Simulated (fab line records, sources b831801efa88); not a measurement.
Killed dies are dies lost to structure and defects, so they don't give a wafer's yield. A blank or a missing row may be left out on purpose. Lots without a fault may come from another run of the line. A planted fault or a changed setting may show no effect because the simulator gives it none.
Chamber matching | flow sfq_line | SFQ_TRILAYER_I2_DEP_PECVD_063 on pecvd-04: 3 sister chambers
The step deposits SiO2 from SiH4/N2O, time 111.11 s, target thk 500 nm. 6 wafers are shown with their chamber, then 7 later ones without.

WAFERS WITH THEIR CHAMBER
wafer  | chamber | throttle_valve_pct (%) | heater_power_w (W)
L571.6 | 1       | 23.3                   | 84
L573.3 | 1       | 23.1                   | 84
L580.1 | 2       | 26.2                   | 76
L580.5 | 0       | 24.0                   | 72
L582.1 | 0       | 24.3                   | 76
L582.3 | 2       | 26.2                   | 80

WAFERS WITHOUT THEIR CHAMBER
wafer  | throttle_valve_pct (%) | heater_power_w (W)
L582.6 | 24.3                   | 79
L585.3 | 24.1                   | 74
L585.4 | 23.6                   | 87
L585.6 | 26.1                   | 78
L592.1 | 23.6                   | 92
L592.2 | 26.5                   | 78
L592.6 | 26.5                   | 79

WHICH CHAMBER EACH WENT THROUGH
wafer  | from the rows above | in truth
L582.6 | 0                   | 0
L585.3 | 0                   | 0
L585.4 | 1                   | 1
L585.6 | 2                   | 2
L592.1 | 1                   | 1
L592.2 | 2                   | 2
L592.6 | 2                   | 2
Placed correctly: 7 of 7. Can't be placed from these rows: 0. Placed wrongly: 0.
How it was worked out, from the rows above alone: a wafer's distance from a chamber is the root of the sum, over the readings, of the square of ((its reading less the chamber's mean) divided by the reading's scatter). The wafer belongs to the nearest chamber; if the next one is less than 2 further off, it can't be placed. A chamber's mean is the mean of its shown wafers. The scatter: the root of (the sum of the squares of (reading less its chamber's mean) over the shown wafers, divided by (wafers less chambers)).
